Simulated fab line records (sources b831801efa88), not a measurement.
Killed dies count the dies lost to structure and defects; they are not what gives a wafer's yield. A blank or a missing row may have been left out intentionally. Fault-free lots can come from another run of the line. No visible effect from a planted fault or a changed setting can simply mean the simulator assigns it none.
The tool behind it: which one? ; flow gf180mcu ; 13 lots (39 wafers sampled), 1 step of a 602-step route

## WHAT THE GAUGES SHOWED, per wafer
GF_M3_OVL_MEAS_15.
lot;measured;on;M3_OVL (nm)
L786;day 21 04:53;overlay-02;2 5 -1
L788;day 21 19:04;overlay-01;-2 6 4
L789;day 22 12:14;overlay-01;-2 7 0
L792;day 23 15:20;overlay-02;6 3 12
L793;day 23 22:15;overlay-02;10 1 -3
L794;day 24 10:06;overlay-01;7 0 1
L796;day 25 00:46;overlay-01;-1 -6 -1
L801;day 26 17:35;overlay-02;9 8 14
L805;day 27 17:51;overlay-01;12 6 12
L806;day 27 21:46;overlay-01;11 8 5
L807;day 28 09:20;overlay-02;6 6 5
L808;day 28 13:35;overlay-02;15 4 10
L809;day 28 20:01;overlay-01;5 -3 14

## WHICH TOOL RAN EACH LOT (tool, then ch and the chambers of the sampled wafers, then the start)
Before these readings, the record contains no process step.

## AS READ BY THE TOOLS THEMSELVES (means over the sampled wafers that have a number; for cases with no such wafer, the mark the record gives instead)
The record holds no such reading with a usual standard deviation.

## THE ANSWER, worked out from the rows above alone
Rule: usual is defined by the lots themselves. The widest of any qualifying gaps counts: lots, ordered by their means at a reading, are off when they make up no more than a third of the lots, leave a main group of 4 or more, and stand apart from it by 3 or more times the standard deviation of that group's means. If all means in a main group match to the digits the tables above print for the reading, that group is not used. A lot without any number at a reading at which 4 lots or more have one is off too. All remaining lots with rows at the step are treated as sound. The gauges are gone through in route order, then the tools' own readings, and for those a lot's mean is taken as printed above. The first step at which some lot is off is used, and at that step the reading that is off furthest; a lot without a number counts as furthest.
Nothing can be told from this: no lot is off at any reading shown.

## WHAT THE SIMULATOR PUT IN
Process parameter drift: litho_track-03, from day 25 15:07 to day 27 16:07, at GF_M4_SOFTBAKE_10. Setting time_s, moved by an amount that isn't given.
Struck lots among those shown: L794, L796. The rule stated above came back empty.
